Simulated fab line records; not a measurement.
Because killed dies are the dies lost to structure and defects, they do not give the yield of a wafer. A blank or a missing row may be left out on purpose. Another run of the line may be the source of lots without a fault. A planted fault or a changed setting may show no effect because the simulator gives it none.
Comparing a struck lot with a sound one + flow gf180mcu + 24 steps out of a route of 602
Sound: these wafers, L770.3, L770.4, L770.5. Wafers struck: L788.3, L788.4, L788.5. Last of all comes the cause.
For every step that has rows: the tool of each side, followed by ch and its chambers, followed by its first start. Under that, the readings that differ: sound wafers + struck wafers + difference of the means + sigmas: that difference in standard deviations of wafers without a fault.
alike: readings with means less than 2 such deviations apart, plus words and numbers identical on both sides. not compared: withheld readings, readings lacking a value on some wafer, bounds such as >300 that could conceal the same value, and numbers that have no deviation in the record and whose values overlap.
Wherever a step has rows on one side only, a row that says differs or no value, or a row with sigmas, the two part there. Numbers that don't overlap but have no deviation are shown without sigmas and don't part them. A reading that every wafer of one side lacks parts them only if that side has two wafers or more.

GF_HV_LDD_STRIP_49: strips in O2/N2.
  sound on plasma asher-01 ch 0,1, day 13 02:41; struck on plasma asher-02 ch 0,1, day 18 23:44
| reading                     | sound       | struck      | difference | sigmas |
|-----------------------------|-------------|-------------|------------|--------|
| drypump motor current A (A) | 4.8 5.6 4.8 | 6.4 5.6 6.4 | +1.1       | +2     |
  alike: heater power w, oes product au, strip time to endpoint s
  not compared: rf hours counter h
GF_HV_LDD_TW_MEAS_50:
  sound on film metro-03 at day 13 02:46; struck on film metro-03 at day 18 23:50
  alike: HV_LDD_4_TW
then, 1 step without rows for these wafers: GF_HV_LDD_CLEAN_51 (cleans in SC1/SC2, time 152 s).
GF_HV_LDD_RTA_52: time 10 s.
  sound on rtp anneal-02 ch 0, day 13 02:53; struck on rtp anneal-02 ch 0, day 18 23:56
  alike: lamp power pct, wafer_temp_C_max
GF_HV_LDD_RS_MEAS_53: measurement is done with a four-point probe.
  sound on film metro-03 at day 13 02:58; struck on film metro-01 at day 19 00:01
  alike: HV_LDD_RS
then, 1 step without rows for these wafers: GF_HV_LDD_CVD_54 (deposits SiO2 from TEOS, target thk 10 nm, time 75 s).
GF_HV_LDD_THK_MEAS_55:
  sound on film metro-01 at day 13 04:05; struck on film metro-01 at day 19 01:08
  alike: HV_LDD_CVD_54_THK
then, 1 step without rows for these wafers: GF_HV_LDD_CVD_56 (deposits Si3N4 from DCS/NH3, target thk 90 nm, time 1543 s).
GF_HV_LDD_THK_MEAS_57:
  sound on film metro-03 at day 13 05:35; struck on film metro-03 at day 19 02:38
  alike: HV_LDD_CVD_56_THK
GF_HV_LDD_ETCHBACK_58: etches Si3N4 in CH3F/O2, stops on SiO2, time 100 s, target depth 90 nm.
  sound on rie diel-01 ch 1,3, day 13 05:37; struck on rie diel-02 ch 0,1,3, day 19 02:40
  alike: drypump motor current A, oes product au, throttle valve pct
  not compared: rf hours counter h
then, 2 steps without rows for these wafers: GF_NSD_DEHYDRATE_00 (time 60 s); GF_NSD_HMDS_01 (prime time 60 s).
GF_NSD_COAT_02: resist thk 1000 nm.
  sound on litho track-02 ch 0, day 13 15:33; struck on litho track-04 ch 0, day 19 14:12
| reading                                  | sound                | struck               | difference | sigmas      |
|------------------------------------------|----------------------|----------------------|------------|-------------|
| spin speed rpm (rpm)                     | 3001.3 3001.2 3001.6 | 2576.7 2573.3 2575.8 | -426.1     | -99 or more |
| model.NOVOLAK_of_NSD_COAT_02.thk nm (nm) | 1001 1001 1001       | 1082 1085 1081       | +82        |             |
  alike: resist line temp C
then, 3 steps without rows for these wafers: GF_NSD_SOFTBAKE_03 (time 60 s); GF_NSD_EXPOSE_04 (exposes mask Nplus, target cd 400 nm); GF_NSD_PEB_05.
GF_NSD_DEVELOP_06: develop time 60 s.
  sound on litho track-04 ch 0, day 14 01:43; struck on litho track-04 ch 0, day 20 02:33
| reading                                  | sound          | struck         | difference | sigmas |
|------------------------------------------|----------------|----------------|------------|--------|
| model.NOVOLAK_of_NSD_COAT_02.thk nm (nm) | 1000 1000 1000 | 1082 1085 1081 | +83        |        |
  alike: resist line temp C
GF_NSD_CD_MEAS_07 targets a cd of 400 nm.
  sound on cd sem-01 at day 14 01:51; struck on cd sem-02 at day 20 02:41
| reading    | sound             | struck            | difference | sigmas |
|------------|-------------------|-------------------|------------|--------|
| cd nm (nm) | 398.9 397.2 399.1 | 390.5 392.0 392.1 | -6.9       | -3     |
GF_NSD_OVL_MEAS_08:
  sound on overlay-01 at day 14 01:56; struck on overlay-02 at day 20 02:47
  alike: NSD_OVL
then, 2 steps without rows for these wafers: GF_NSD_IMPLANT_09; GF_NSD_IMPLANT_10.
GF_NSD_STRIP_11: strips in O2/N2.
  sound on plasma asher-02 ch 0,1, day 14 02:18; struck on plasma asher-03 ch 0,1, day 20 03:08
| reading                      | sound             | struck            | difference | sigmas |
|------------------------------|-------------------|-------------------|------------|--------|
| oes product au (a.u.)        | 0.494 0.484 0.482 | 0.501 0.495 0.494 | +0.010     | +2     |
| strip time to endpoint s (s) | 22.93 22.93 22.94 | 23.91 23.94 23.89 | +0.98      | +26    |
  alike: drypump motor current A, heater power w
  not compared: rf hours counter h
GF_NSD_TW_MEAS_12:
  sound on film metro-02 at day 14 02:23; struck on film metro-02 at day 20 03:14
  alike: NSD_TW
-- the record jumps here: 14 days lie between the struck wafers' starts before and after (it left off in module NSD and takes up again in module PASSIVATION, whose first step shown is number 602 of the route) --
GF_PASSIVATION_PROBE_99:
  the record has rows for the struck wafers here (prober-01, day 34 07:08) and none for the sound ones

## WHERE THEY PART
Last at GF_PASSIVATION_PROBE_99 as far as this record goes, first at GF_HV_LDD_STRIP_49.

WHY: the cause the simulator had injected
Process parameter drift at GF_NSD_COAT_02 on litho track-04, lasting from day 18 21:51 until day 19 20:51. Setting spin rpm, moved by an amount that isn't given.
